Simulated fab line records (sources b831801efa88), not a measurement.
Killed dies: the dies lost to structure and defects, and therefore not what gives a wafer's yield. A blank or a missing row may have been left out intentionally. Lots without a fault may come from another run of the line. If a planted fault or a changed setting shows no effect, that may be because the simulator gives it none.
Which tool was responsible? || flow sky130 || 36 wafers from 12 lots sampled at 5 of the route's 708 steps

== WHAT THE GAUGES SHOWED, per wafer ==
The record holds no reading of a measuring or inspecting step that can be judged against a usual standard deviation.

== TOOL THAT RAN EACH LOT (tool first, then ch and the chambers of the sampled wafers, then the start) ==
{"lot": "L934", "SKY_VIA1_ETCH_15": "rie diel-02 ch 0,2, day 33 08:20", "SKY_VIA3_ETCH_15": "rie diel-02 ch 0,1,3, day 39 04:49", "SKY_METAL4_SPUTTER_01": "pvd sputter-03, day 39 06:11", "SKY_VIA4_CMP_02": "cmp-01 ch 0,1,2, day 41 08:28", "SKY_PAD_OPEN_PROBE_99": "-"}
{"lot": "L936", "SKY_VIA1_ETCH_15": "rie diel-01 ch 0,3, day 34 02:10", "SKY_VIA3_ETCH_15": "rie diel-03 ch 2,3, day 39 21:23", "SKY_METAL4_SPUTTER_01": "pvd sputter-03, day 39 22:46", "SKY_VIA4_CMP_02": "cmp-02 ch 0,1,2, day 41 23:59", "SKY_PAD_OPEN_PROBE_99": "-"}
{"lot": "L937", "SKY_VIA1_ETCH_15": "rie diel-04 ch 0,1,2, day 34 13:10", "SKY_VIA3_ETCH_15": "rie diel-04 ch 0,1,3, day 40 06:29", "SKY_METAL4_SPUTTER_01": "pvd sputter-04, day 40 07:50", "SKY_VIA4_CMP_02": "cmp-02 ch 0,2,3, day 42 10:20", "SKY_PAD_OPEN_PROBE_99": "-"}
{"lot": "L940", "SKY_VIA1_ETCH_15": "rie diel-01 ch 1,3, day 35 19:19", "SKY_VIA3_ETCH_15": "rie diel-04 ch 0,1,2, day 41 10:31", "SKY_METAL4_SPUTTER_01": "pvd sputter-04, day 41 12:01", "SKY_VIA4_CMP_02": "cmp-01 ch 1,2, day 43 12:54", "SKY_PAD_OPEN_PROBE_99": "-"}
{"lot": "L941", "SKY_VIA1_ETCH_15": "rie diel-04 ch 1,2,3, day 36 02:22", "SKY_VIA3_ETCH_15": "rie diel-02 ch 1,2, day 41 15:31", "SKY_METAL4_SPUTTER_01": "pvd sputter-03, day 41 16:52", "SKY_VIA4_CMP_02": "cmp-01 ch 0,2,3, day 43 18:03", "SKY_PAD_OPEN_PROBE_99": "-"}
{"lot": "L943", "SKY_VIA1_ETCH_15": "rie diel-01 ch 0,1,3, day 37 08:22", "SKY_VIA3_ETCH_15": "rie diel-02 ch 1,2, day 42 19:49", "SKY_METAL4_SPUTTER_01": "pvd sputter-04, day 42 21:09", "SKY_VIA4_CMP_02": "cmp-01 ch 0,2,3, day 44 23:13", "SKY_PAD_OPEN_PROBE_99": "prober-02, day 48 11:17"}
{"lot": "L944", "SKY_VIA1_ETCH_15": "rie diel-04 ch 0,2,3, day 37 13:25", "SKY_VIA3_ETCH_15": "rie diel-04 ch 0,1,2, day 42 22:08", "SKY_METAL4_SPUTTER_01": "pvd sputter-04, day 42 23:28", "SKY_VIA4_CMP_02": "cmp-02 ch 0,1,2, day 45 00:08", "SKY_PAD_OPEN_PROBE_99": "-"}
{"lot": "L946", "SKY_VIA1_ETCH_15": "rie diel-04 ch 0,1,2, day 37 20:34", "SKY_VIA3_ETCH_15": "rie diel-03 ch 0,1,2, day 43 05:19", "SKY_METAL4_SPUTTER_01": "pvd sputter-03, day 43 06:40", "SKY_VIA4_CMP_02": "cmp-01 ch 1,2,3, day 45 03:31", "SKY_PAD_OPEN_PROBE_99": "prober-01, day 48 17:04"}
{"lot": "L949", "SKY_VIA1_ETCH_15": "rie diel-01 ch 0,1,3, day 38 12:31", "SKY_VIA3_ETCH_15": "rie diel-03 ch 2,3, day 43 19:01", "SKY_METAL4_SPUTTER_01": "pvd sputter-03, day 43 21:01", "SKY_VIA4_CMP_02": "cmp-01 ch 0,2, day 45 17:10", "SKY_PAD_OPEN_PROBE_99": "prober-02, day 49 02:41"}
{"lot": "L952", "SKY_VIA1_ETCH_15": "rie diel-04 ch 0,1, day 39 08:43", "SKY_VIA3_ETCH_15": "rie diel-02 ch 0,1,3, day 44 14:16", "SKY_METAL4_SPUTTER_01": "pvd sputter-02, day 44 15:42", "SKY_VIA4_CMP_02": "cmp-01 ch 0,1,2, day 46 09:41", "SKY_PAD_OPEN_PROBE_99": "-"}
{"lot": "L954", "SKY_VIA1_ETCH_15": "rie diel-04 ch 0,2, day 40 03:43", "SKY_VIA3_ETCH_15": "rie diel-03 ch 0,1, day 45 02:38", "SKY_METAL4_SPUTTER_01": "pvd sputter-02, day 45 04:08", "SKY_VIA4_CMP_02": "cmp-01 ch 1,2,3, day 46 23:05", "SKY_PAD_OPEN_PROBE_99": "-"}
{"lot": "L957", "SKY_VIA1_ETCH_15": "rie diel-04 ch 0,2,3, day 40 18:11", "SKY_VIA3_ETCH_15": "rie diel-03 ch 0,1,2, day 45 19:34", "SKY_METAL4_SPUTTER_01": "pvd sputter-04, day 45 21:14", "SKY_VIA4_CMP_02": "cmp-02 ch 0,1,2, day 47 15:22", "SKY_PAD_OPEN_PROBE_99": "-"}
- SKY_VIA1_ETCH_15: etches SiO2 in C4F8/O2/Ar, stops on TiN, target depth 351 nm, time 54 s.
- SKY_VIA3_ETCH_15: etches SiO2 in C4F8/O2/Ar, stops on TiN, target depth 507 nm, time 78 s.
- SKY_METAL4_SPUTTER_01: material TiN, target thk 20 nm, time 16.7 s.
- SKY_VIA4_CMP_02: polishes SiO2.
- SKY_PAD_OPEN_PROBE_99

== WHAT THE TOOLS THEMSELVES READ (means of the sampled wafers that have a number; where no wafer has one, the mark that the record gives instead) ==
SKY_VIA1_ETCH_15.
{"lot": "L934", "tool": "rie diel-02", "oes product au (a.u.)": 0.978}
{"lot": "L936", "tool": "rie diel-01", "oes product au (a.u.)": 0.982}
{"lot": "L937", "tool": "rie diel-04", "oes product au (a.u.)": 0.983}
{"lot": "L940", "tool": "rie diel-01", "oes product au (a.u.)": 0.983}
{"lot": "L941", "tool": "rie diel-04", "oes product au (a.u.)": 0.978}
{"lot": "L943", "tool": "rie diel-01", "oes product au (a.u.)": 0.984}
{"lot": "L944", "tool": "rie diel-04", "oes product au (a.u.)": 0.976}
{"lot": "L946", "tool": "rie diel-04", "oes product au (a.u.)": 0.982}
{"lot": "L949", "tool": "rie diel-01", "oes product au (a.u.)": 0.982}
{"lot": "L952", "tool": "rie diel-04", "oes product au (a.u.)": 0.974}
{"lot": "L954", "tool": "rie diel-04", "oes product au (a.u.)": 0.977}
{"lot": "L957", "tool": "rie diel-04", "oes product au (a.u.)": 0.978}

SKY_VIA3_ETCH_15.
{"lot": "L934", "tool": "rie diel-02", "oes product au (a.u.)": 0.944}
{"lot": "L936", "tool": "rie diel-03", "oes product au (a.u.)": 0.942}
{"lot": "L937", "tool": "rie diel-04", "oes product au (a.u.)": 0.946}
{"lot": "L940", "tool": "rie diel-04", "oes product au (a.u.)": 0.946}
{"lot": "L941", "tool": "rie diel-02", "oes product au (a.u.)": 0.945}
{"lot": "L943", "tool": "rie diel-02", "oes product au (a.u.)": 0.946}
{"lot": "L944", "tool": "rie diel-04", "oes product au (a.u.)": 0.944}
{"lot": "L946", "tool": "rie diel-03", "oes product au (a.u.)": 0.946}
{"lot": "L949", "tool": "rie diel-03", "oes product au (a.u.)": 0.944}
{"lot": "L952", "tool": "rie diel-02", "oes product au (a.u.)": 0.941}
{"lot": "L954", "tool": "rie diel-03", "oes product au (a.u.)": 0.946}
{"lot": "L957", "tool": "rie diel-03", "oes product au (a.u.)": 0.945}

SKY_METAL4_SPUTTER_01.
{"lot": "L934", "tool": "pvd sputter-03", "cathode dc power W (W)": 6499.8, "throttle valve pct (%)": 31.3}
{"lot": "L936", "tool": "pvd sputter-03", "cathode dc power W (W)": 6500.6, "throttle valve pct (%)": 30.8}
{"lot": "L937", "tool": "pvd sputter-04", "cathode dc power W (W)": 6500.0, "throttle valve pct (%)": 29.4}
{"lot": "L940", "tool": "pvd sputter-04", "cathode dc power W (W)": 6499.5, "throttle valve pct (%)": 28.5}
{"lot": "L941", "tool": "pvd sputter-03", "cathode dc power W (W)": 6501.0, "throttle valve pct (%)": 31.2}
{"lot": "L943", "tool": "pvd sputter-04", "cathode dc power W (W)": 6499.3, "throttle valve pct (%)": 30.3}
{"lot": "L944", "tool": "pvd sputter-04", "cathode dc power W (W)": 6499.9, "throttle valve pct (%)": 29.7}
{"lot": "L946", "tool": "pvd sputter-03", "cathode dc power W (W)": 6499.1, "throttle valve pct (%)": 30.4}
{"lot": "L949", "tool": "pvd sputter-03", "cathode dc power W (W)": 6499.1, "throttle valve pct (%)": 29.9}
{"lot": "L952", "tool": "pvd sputter-02", "cathode dc power W (W)": 6499.9, "throttle valve pct (%)": 30.3}
{"lot": "L954", "tool": "pvd sputter-02", "cathode dc power W (W)": 6500.1, "throttle valve pct (%)": 30.7}
{"lot": "L957", "tool": "pvd sputter-04", "cathode dc power W (W)": 6500.4, "throttle valve pct (%)": 30.5}

SKY_VIA4_CMP_02.
{"lot": "L934", "tool": "cmp-01", "head pressure psi (psi)": 3.999, "motor current A (A)": 12.8, "platen rpm (rpm)": 60.00}
{"lot": "L936", "tool": "cmp-02", "head pressure psi (psi)": 3.991, "motor current A (A)": 12.9, "platen rpm (rpm)": 60.02}
{"lot": "L937", "tool": "cmp-02", "head pressure psi (psi)": 3.996, "motor current A (A)": 12.0, "platen rpm (rpm)": 59.99}
{"lot": "L940", "tool": "cmp-01", "head pressure psi (psi)": 4.006, "motor current A (A)": 12.6, "platen rpm (rpm)": 59.98}
{"lot": "L941", "tool": "cmp-01", "head pressure psi (psi)": 3.993, "motor current A (A)": 12.4, "platen rpm (rpm)": 60.01}
{"lot": "L943", "tool": "cmp-01", "head pressure psi (psi)": 4.006, "motor current A (A)": 12.2, "platen rpm (rpm)": 60.01}
{"lot": "L944", "tool": "cmp-02", "head pressure psi (psi)": 4.003, "motor current A (A)": 12.8, "platen rpm (rpm)": 60.00}
{"lot": "L946", "tool": "cmp-01", "head pressure psi (psi)": 3.995, "motor current A (A)": 11.4, "platen rpm (rpm)": 59.99}
{"lot": "L949", "tool": "cmp-01", "head pressure psi (psi)": 4.000, "motor current A (A)": 12.1, "platen rpm (rpm)": 60.01}
{"lot": "L952", "tool": "cmp-01", "head pressure psi (psi)": 4.010, "motor current A (A)": 12.5, "platen rpm (rpm)": 59.99}
{"lot": "L954", "tool": "cmp-01", "head pressure psi (psi)": 3.999, "motor current A (A)": 11.9, "platen rpm (rpm)": 59.99}
{"lot": "L957", "tool": "cmp-02", "head pressure psi (psi)": 4.004, "motor current A (A)": 13.2, "platen rpm (rpm)": 60.02}

SKY_PAD_OPEN_PROBE_99.
{"lot": "L943", "tool": "prober-02", "defect limited yield (%)": 84.6, "killed_at_M0_to_M3": 40, "killed_at_M4_up": 3.3, "killed at contacts": 22, "killed at front end": 10, "killed at other": 0.3, "killed dies": 76, "killed on rim": 16, "killed open": 37, "killed short": 38, "sort_bin_3_pad_short (%)": 0.7, "sort_bin_5_function (%)": 9.3, "sort_bin_6_memory (%)": 5.4, "sort n pass": 416, "sort yield pct (%)": 84.6}
{"lot": "L946", "tool": "prober-01", "defect limited yield (%)": 81.7, "killed_at_M0_to_M3": 54, "killed_at_M4_up": 3.0, "killed at contacts": 20, "killed at front end": 12, "killed at other": 1.0, "killed dies": 90, "killed on rim": 18, "killed open": 41, "killed short": 49, "sort_bin_3_pad_short (%)": 1.4, "sort_bin_5_function (%)": 9.3, "sort_bin_6_memory (%)": 7.5, "sort n pass": 402, "sort yield pct (%)": 81.7}
{"lot": "L949", "tool": "prober-02", "defect limited yield (%)": 79.7, "killed_at_M0_to_M3": 53, "killed_at_M4_up": 6.3, "killed at contacts": 26, "killed at front end": 15, "killed at other": 0.0, "killed dies": 100, "killed on rim": 15, "killed open": 43, "killed short": 42, "sort_bin_3_pad_short (%)": 0.7, "sort_bin_5_function (%)": 12.8, "sort_bin_6_memory (%)": 6.7, "sort n pass": 392, "sort yield pct (%)": 79.7}

== THE ANSWER, worked out from the rows above alone ==
Rule: what is usual is taken from the lots themselves. The widest of any qualifying gaps counts: lots, ordered by their means at a reading, are off when they make up no more than a third of the lots, leave a main group of 4 or more, and stand apart from it by 3 or more times the standard deviation of that group's means. Not used: any main group whose means are identical at the precision the tables above print for the reading. A lot without any number at a reading at which 4 lots or more have one is off too. Any other lot the step has rows for is counted as sound. Order of review: gauges by route order, followed by the tools' own readings, for which a lot's mean as printed above is used. At the first step where some lot is off, the reading lying furthest off is the one used; lots without a number count as furthest.
Nothing can be told from this: no lot is off at any reading shown.

== WHAT THE SIMULATOR HAD PUT IN ==
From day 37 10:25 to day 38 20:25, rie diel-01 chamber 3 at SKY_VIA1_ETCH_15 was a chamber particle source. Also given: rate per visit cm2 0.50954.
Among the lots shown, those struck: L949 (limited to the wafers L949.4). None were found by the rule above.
